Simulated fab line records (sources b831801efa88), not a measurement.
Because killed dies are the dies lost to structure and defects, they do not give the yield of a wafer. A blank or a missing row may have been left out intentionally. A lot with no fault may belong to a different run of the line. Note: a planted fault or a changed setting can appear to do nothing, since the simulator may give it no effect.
Matching of chambers / flow gf180mcu / GF_STI_ETCH_14 on rieSi-02: 4 sister chambers
The step etches Si in HBr/Cl2/O2, target depth 360 nm, time 102.9 s. 4 wafers are shown with their chamber, then 8 later ones without.

## EACH WAFER AND ITS CHAMBER
wafer=L330.5; chamber=1; oesProductAu (a.u.)=1.017
wafer=L331.1; chamber=0; oesProductAu (a.u.)=1.019
wafer=L331.2; chamber=3; oesProductAu (a.u.)=1.002
wafer=L332.1; chamber=2; oesProductAu (a.u.)=0.999

## WAFERS MISSING THEIR CHAMBER
wafer=L332.2; oesProductAu (a.u.)=1.012
wafer=L332.5; oesProductAu (a.u.)=0.998
wafer=L339.3; oesProductAu (a.u.)=1.013
wafer=L339.5; oesProductAu (a.u.)=1.004
wafer=L339.6; oesProductAu (a.u.)=1.007
wafer=L344.2; oesProductAu (a.u.)=1.018
wafer=L344.4; oesProductAu (a.u.)=1.010
wafer=L344.6; oesProductAu (a.u.)=1.006

## WHICH CHAMBER EACH ONE RAN IN
wafer=L332.2; from the rows above=can't be placed: 1 or 0 or 3 or 2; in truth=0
wafer=L332.5; from the rows above=can't be placed: 2 or 3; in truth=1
wafer=L339.3; from the rows above=can't be placed: 1 or 0 or 3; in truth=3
wafer=L339.5; from the rows above=can't be placed: 3 or 2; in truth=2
wafer=L339.6; from the rows above=can't be placed: 3 or 2 or 1 or 0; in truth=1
wafer=L344.2; from the rows above=can't be placed: 0 or 1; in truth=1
wafer=L344.4; from the rows above=can't be placed: 1 or 3 or 0 or 2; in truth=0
wafer=L344.6; from the rows above=can't be placed: 3 or 2 or 1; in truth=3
Correctly placed: 0 of 8. Unplaceable from these rows: 8, with the true chamber sitting among the candidates in 7. Number placed wrongly: 0.
How it was worked out, from the rows above alone: a wafer's distance from a chamber is the root of the sum, over the readings, of the square of ((its reading less the chamber's mean) divided by the reading's scatter). The wafer belongs to the nearest chamber; if the next one is less than 2 further off, it can't be placed. A chamber's mean is the mean of its shown wafers. The scatter (one wafer shown for each chamber): square how far every hidden wafer sits from the nearest shown wafer, average those squares and take the square root.
